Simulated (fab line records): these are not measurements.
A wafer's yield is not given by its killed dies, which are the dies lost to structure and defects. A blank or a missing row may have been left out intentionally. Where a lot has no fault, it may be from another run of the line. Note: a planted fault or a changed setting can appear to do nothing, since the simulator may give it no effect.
fab line records    flow sky130
[record] lots = 13  wafers = 39  last-day = 50
route steps=708 shown LI_CONTACT@376 VIA3@597 METAL4@629 VIA4@642 PAD_OPEN@708
lots that met no fault: taken from a fault-free run of the same line
start-h: start of the lot's first displayed wafer, in hours after the record's first day    wait-h: hours elapsed since this lot's preceding step    " the same as in the row above    L1.1+2: a row that stands for several wafers    - no value, or no start given    * or withheld: withheld    < > ~ a bound
route shown NAME@n: NAME is a module with steps in the file, n the number in the route of the first one    usual: mean/standard deviation taken from wafers without a fault    same: alike in all rows    chamber/n: place in a boat    sites: per-site readings    _std_site: the values' standard deviation    _edge_site: inner sites' mean taken away from outer sites' mean    radius-mm: how far each site lies from the wafer's centre    mask NAME#n: copy n    behind: the tool/chamber that last shaped the wafer    hold: cause of the lot's hold/its duration in hours/its outcome    device: the n, p or np transistor that did not switch    end of line: the same wafers' tests at the end of the route    step lacking rows: just its recipe    killed: the dies lost at the first sort to structure and to defects; this is not the yield of the wafer    map: per-die view of a wafer (x killed, . not killed, _ where there is no die)
set.NAME: setting as actually run; set.NAME@STEP: the setting as run at that earlier step    model.NAME: the simulator's own value behind a step, which no gauge read
one table for each step of the route and one row for each wafer, over a sample of lots
services: the hour from which a tool's chamber was out of use, counted from the record's first day as start-h (under 0 if before that day), plus the number of hours and why
[[steps]]
[step SKY_LI_CONTACT_ETCH_14]
[recipe] chemistry = N2/H2  target = BARC  ion-energy-ev = 200  source-w = 500  bias-w = 100  pressure-mtorr = 30  n2-flow-sccm = 100  h2-flow-sccm = 200  stop-on = SiO2  time-s = 45.9  target-depth-a = 600
[usual] drypump-motor-current-A = 5.6/0.52  n2-flow-sccm = 100.0/0.34  oes-product-au = 0.855/0.0047  throttle-valve-pct = 13.225/0.0097
lot.wafer  tool         chamber  start-h  wait-h  drypump-motor-current-A  n2-flow-sccm  oes-product-au  rf-hours-counter-h  throttle-valve-pct
L515.3     rie-diel-03  0        672.42   0.0     5.6                      100.3         0.852           10                  13.221
L515.5     "            2        "        "       5.2                      100.0         0.846           -                   13.211
L515.6     "            3        "        "       4.8                      99.6          0.860           -                   13.234
L516.1     rie-diel-02  3        680.90   0.0     5.4                      100.0         0.850           23                  13.237
L516.3     "            0        "        "       5.7                      99.8          0.859           15                  13.231
L516.5     "            3        "        "       5.4                      100.3         0.852           -                   13.228
L519.3     rie-diel-02  3        717.12   0.0     5.4                      99.9          0.850           23                  13.232
L519.5     "            1        "        "       6.4                      100.4         0.859           -                   13.225
L519.6     "            0        "        "       5.7                      100.5         0.856           -                   13.214
L521.3     rie-diel-04  2        729.62   0.0     5.7                      99.8          0.854           1                   13.216
L521.4     "            0        "        "       5.4                      100.0         0.851           2                   13.229
L521.6     "            0        "        "       5.5                      100.2         0.856           -                   13.225
L522.2     rie-diel-04  1        738.22   0.0     5.0                      99.6          0.855           15                  13.226
L522.3     "            0        "        "       5.5                      100.1         0.861           2                   13.223
L522.6     "            3        "        "       4.8                      100.3         0.852           -                   13.210
L523.1     rie-diel-03  2        745.25   0.0     5.2                      100.3         0.852           4                   13.216
L523.5     "            2        "        "       5.2                      100.3         0.861           -                   13.218
L523.6     "            3        "        "       4.8                      100.3         0.857           -                   13.237
L524.1     rie-diel-02  0        759.08   0.0     5.7                      99.9          0.862           16                  13.215
L524.2     "            2        "        "       5.7                      99.9          0.857           12                  13.238
L524.4     "            1        "        "       6.3                      99.9          0.849           0                   13.239
L525.2     rie-diel-03  2        759.30   0.0     5.2                      99.9          0.855           4                   13.234
L525.4     "            3        "        "       4.8                      99.8          0.860           20                  13.224
L525.5     "            1        "        "       6.7                      100.6         0.858           -                   13.209
L526.2     rie-diel-03  2        768.48   0.0     5.2                      100.1         0.859           4                   13.224
L526.3     "            3        "        "       4.8                      100.0         0.858           20                  13.235
L526.4     "            1        "        "       6.7                      100.1         0.854           6                   13.228
L528.2     rie-diel-03  0        790.70   0.0     5.6                      99.2          0.866           13                  13.230
L528.4     "            2        "        "       5.2                      99.8          0.863           5                   13.209
L528.6     "            3        "        "       4.8                      100.5         0.854           -                   13.240
L535.4     rie-diel-02  0        839.72   0.0     5.7                      100.0         0.849           -                   13.239
L535.5     "            1        "        "       6.4                      100.2         0.853           -                   13.228
L535.6     "            2        "        "       5.7                      99.9          0.849           -                   13.234
L536.1     rie-diel-02  2        842.65   0.0     5.7                      99.6          0.856           14                  13.209
L536.2     "            1        "        "       6.4                      100.0         0.857           2                   13.239
L536.5     "            2        "        "       5.8                      99.3          0.854           -                   13.212
L537.1     rie-diel-02  0        849.28   0.0     5.7                      99.9          0.849           18                  13.235
L537.5     "            1        "        "       6.4                      100.3         0.858           -                   13.217
L537.6     "            2        "        "       5.7                      99.7          0.857           -                   13.235
[step SKY_VIA3_CMP_24]
[recipe] stop-on = SiO2  t-overpolish-s = 20  down-force-psi = 3.5  platen-rpm = 60  target-thk-nm = 0  pad-velocity-m-s = 0.94248
[usual] motor-current-A = 11.1/0.96  overpolish-run-s = 20.000/0.0095  time-to-endpoint-s = 95/4
lot.wafer  tool    chamber  start-h  wait-h  motor-current-A  overpolish-run-s  time-to-endpoint-s
L515.3     cmp-02  1        928.46   0.1     12.2             20.007            88
L515.6     "       3        "        "       10.5             19.989            88
L515.5     "       0        "        "       10.2             20.017            91
L516.1     cmp-02  2        936.06   0.4     11.5             19.988            91
L516.3     "       3        "        "       10.9             20.011            85
L516.5     "       0        "        "       10.3             20.011            92
L519.3     cmp-01  0        967.56   0.0     10.2             19.991            95
L519.5     "       0        "        "       10.4             19.996            95
L519.6     "       1        "        "       11.6             19.996            98
L521.4     cmp-01  1        977.21   0.2     10.9             19.985            100
L521.3     "       2        "        "       9.5              19.993            92
L521.6     "       2        "        "       9.4              19.995            96
L522.2     cmp-01  0        984.19   0.0     10.6             20.004            92
L522.3     "       1        "        "       12.1             20.003            97
L522.6     "       1        "        "       11.9             20.005            104
L523.1     cmp-01  2        991.24   0.2     9.1              19.990            96
L523.6     "       3        "        "       11.7             19.982            98
L523.5     "       0        "        "       10.5             19.999            96
L525.4     cmp-02  3        1004.78  0.1     11.2             19.993            89
L525.2     "       0        "        "       10.8             20.004            100
L525.5     "       2        "        "       11.8             19.998            97
L524.4     cmp-02  1        1005.23  0.1     12.2             20.004            91
L524.1     "       2        "        "       12.0             19.997            93
L524.2     "       3        "        "       11.3             20.004            92
L526.2     cmp-01  3        1011.59  0.0     12.0             20.006            94
L526.4     "       0        "        "       10.5             20.021            91
L526.3     "       1        "        "       11.3             19.988            98
L528.4     cmp-02  2        1031.18  0.1     11.7             19.989            100
L528.2     "       3        "        "       11.0             20.029            92
L528.6     "       1        "        "       12.3             19.999            93
L535.4     cmp-01  0        1071.91  0.4     10.8             20.004            96
L535.5     "       2        "        "       9.2              19.995            96
L535.6     "       3        "        "       11.9             19.996            101
L536.1     cmp-01  0        1076.74  0.1     10.9             20.005            93
L536.2     "       1        "        "       11.5             19.984            106
L536.5     "       2        "        "       9.6              19.990            95
L537.1     cmp-01  1        1083.50  2.5     12.4             20.016            101
L537.5     "       0        "        "       10.4             19.992            94
L537.6     "       1        "        "       12.3             19.994            97
[step SKY_METAL4_CD_MEAS_13]
[recipe] target-cd-nm = 300
[usual] cd-nm = 299.9/1.2
lot.wafer  tool       chamber  start-h  wait-h  cd-nm
L515.3     cd-sem-02  -        978.85   -       300.3
L515.5     "          -        "        "       300.5
L515.6     "          -        "        "       301.4
L516.1     cd-sem-01  -        985.66   -       299.1
L516.3     "          -        "        "       299.2
L516.5     "          -        "        "       298.8
L519.3     cd-sem-02  -        1015.35  -       299.6
L519.5     "          -        "        "       298.1
L519.6     "          -        "        "       298.9
L521.3     cd-sem-02  -        1025.19  -       299.3
L521.4     "          -        "        "       298.7
L521.6     "          -        "        "       298.8
L522.2     cd-sem-01  -        1032.12  -       299.1
L522.3     "          -        "        "       299.0
L522.6     "          -        "        "       300.5
L523.1     cd-sem-02  -        1037.88  -       298.1
L523.5     "          -        "        "       299.9
L523.6     "          -        "        "       299.6
L525.2     cd-sem-01  -        1051.62  -       297.9
L525.4     "          -        "        "       300.5
L525.5     "          -        "        "       300.5
L524.1     cd-sem-01  -        1052.03  -       299.5
L524.2     "          -        "        "       300.7
L524.4     "          -        "        "       299.8
L526.2     cd-sem-02  -        1058.15  -       299.4
L526.3     "          -        "        "       297.7
L526.4     "          -        "        "       299.5
L528.2     cd-sem-02  -        1076.05  -       301.1
L528.4     "          -        "        "       301.3
L528.6     "          -        "        "       301.4
L535.4     cd-sem-02  -        1112.62  -       299.7
L535.5     "          -        "        "       301.2
L535.6     "          -        "        "       300.0
L536.1     cd-sem-01  -        1118.66  -       300.0
L536.2     "          -        "        "       297.0
L536.5     "          -        "        "       301.0
L537.1     cd-sem-02  -        1124.18  -       302.2
L537.5     "          -        "        "       301.7
L537.6     "          -        "        "       302.5
[step SKY_VIA4_BOW_MEAS_03]
[recipe] mode = bow
[usual] VIA4_BOW = 79/8.5
lot.wafer  tool           chamber  start-h  wait-h  VIA4_BOW[um]
L515.3     film-metro-01  -        980.50   0.1     82
L515.5     "              -        "        "       78
L515.6     "              -        "        "       82
L516.1     film-metro-04  -        987.28   0.1     81
L516.3     "              -        "        "       81
L516.5     "              -        "        "       82
L519.3     film-metro-02  -        1017.06  0.3     86
L519.5     "              -        "        "       88
L519.6     "              -        "        "       75
L521.3     film-metro-02  -        1026.80  0.2     78
L521.4     "              -        "        "       86
L521.6     "              -        "        "       82
L522.2     film-metro-02  -        1033.75  0.3     79
L522.3     "              -        "        "       76
L522.6     "              -        "        "       84
L523.1     film-metro-04  -        1039.74  0.1     84
L523.5     "              -        "        "       76
L523.6     "              -        "        "       80
L525.2     film-metro-04  -        1053.24  0.1     69
L525.4     "              -        "        "       71
L525.5     "              -        "        "       70
L524.1     film-metro-02  -        1053.72  0.1     70
L524.2     "              -        "        "       64
L524.4     "              -        "        "       71
L526.2     film-metro-04  -        1059.94  0.3     76
L526.3     "              -        "        "       78
L526.4     "              -        "        "       79
L528.2     film-metro-02  -        1077.66  0.3     78
L528.4     "              -        "        "       76
L528.6     "              -        "        "       70
L535.4     film-metro-01  -        1114.28  0.3     92
L535.5     "              -        "        "       87
L535.6     "              -        "        "       82
L536.1     film-metro-01  -        1120.32  0.2     81
L536.2     "              -        "        "       80
L536.5     "              -        "        "       74
L537.1     film-metro-04  -        1125.80  0.1     80
L537.5     "              -        "        "       96
L537.6     "              -        "        "       70
[step SKY_PAD_OPEN_PROBE_99]
[usual] killed_at_M0_to_M3 = 43/7.6  killed_at_M4_up = 2.9/1.9  killed-at-contacts = 24/5  killed-at-front-end = 15/4.3  killed-at-other = 0.3/0.54  killed-dies = 85/10  killed-open = 47/7  killed-short = 38/6.4
[same] gross-dies = 492  killed-at-back-side = 0
lot.wafer  tool       chamber  start-h  wait-h  killed_at_M0_to_M3  killed_at_M4_up  killed-at-contacts  killed-at-front-end  killed-at-other  killed-dies  killed-open  killed-short
L528.2     prober-01  -        1161.13  0.1     48                  2                27                  18                   1                96           57           39
L528.4     prober-01  -        1161.23  0.2     43                  1                27                  19                   0                90           47           43
L528.6     prober-01  -        1161.33  0.2     41                  4                61                  10                   0                116          47           38
// killed by level:class
L528.2 VIA1:geometric-particle:open=13 CONTACT:geometric-particle:open=12 LI_CONTACT:geometric-particle:open=7 VIA2:geometric-particle:open=7 VIA1:geometric-particle:short=6 VIA3:geometric-particle:open=6 FIELD_ISO:geometric-particle:short=5 POLY_GATE:geometric-particle:open=4
L528.4 CONTACT:geometric-particle:open=12 FIELD_ISO:geometric-particle:short=9 VIA1:geometric-particle:open=9 VIA3:geometric-particle:open=7 VIA2:geometric-particle:open=7 METAL1:geometric-particle:short=6 LI_CONTACT:geometric-particle:short=5 LI_CONTACT:geometric-particle:open=5
L528.6 LI_CONTACT:unspecified=31 VIA1:geometric-particle:open=14 CONTACT:geometric-particle:open=12 CONTACT:geometric-particle:short=9 FIELD_ISO:geometric-particle:open=6 VIA1:geometric-particle:short=6 VIA2:geometric-particle:open=6 VIA2:geometric-particle:short=4
[[services]]
tool         chamber  start-h  hours  kind
rie-diel-03  1        654.45   24.7   repair
cmp-02       -        655.30   4.6    repair
rie-diel-03  3        660.09   6.6    repair
rie-diel-02  0        685.81   2.6    repair
rie-diel-02  0        724.90   11.1   repair
cmp-01       -        730.36   38.0   repair
cmp-01       -        731.01   0.3    repair
cmp-01       -        767.22   3.0    repair
cmp-01       -        811.28   4.4    repair
cmp-01       -        811.64   1.3    repair
cmp-01       -        813.94   0.7    repair
cmp-01       -        870.69   0.5    repair
cmp-01       -        897.68   12.8   pm
cmp-01       -        910.45   3.2    pm
rie-diel-02  3        912.52   9.1    repair
cmp-01       -        913.65   4.0    pm
cmp-01       -        916.41   0.2    repair
cmp-01       -        933.60   4.1    repair
cmp-01       -        950.10   4.2    repair
cmp-01       -        956.83   5.9    pm
cmp-01       -        1018.23  2.7    repair
rie-diel-02  3        1020.12  2.8    repair
cmp-01       -        1034.64  5.1    repair
cmp-01       -        1078.41  4.4    repair
[[key]]
[first-sign] step = SKY_PAD_OPEN_PROBE_99  reading = killed-at-contacts  direction = up  sigmas = 7.4  usual = 24  struck = 61
[effect] step = SKY_PAD_OPEN_PROBE_99  reading = killed-dies  direction = up  sigmas = 3.1  usual = 85  struck = 116
met-at SKY_LI_CONTACT_ETCH_14
struck-lots L528
struck-wafers L528.6
tester-left-out L528
not-acting-at SKY_VIA3_CMP_24,SKY_METAL4_CD_MEAS_13,SKY_VIA4_BOW_MEAS_03
onset-between 768.48 790.70
[fault] kind = chamber-particle-source  tool = rie-diel-03  chamber = 3  onset-h = 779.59  steps = SKY_LI_CONTACT_ETCH_14  rate-per-visit-cm2 = 0.40306  end-h = 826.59
// tester-left-out: of these lots the tester's yield and bins aren't shown, on N5 and GAA mostly nor the transistor test; their killed dies are dies lost to structure and defects alone, not to doping, threshold or leakage, so they don't give the yield
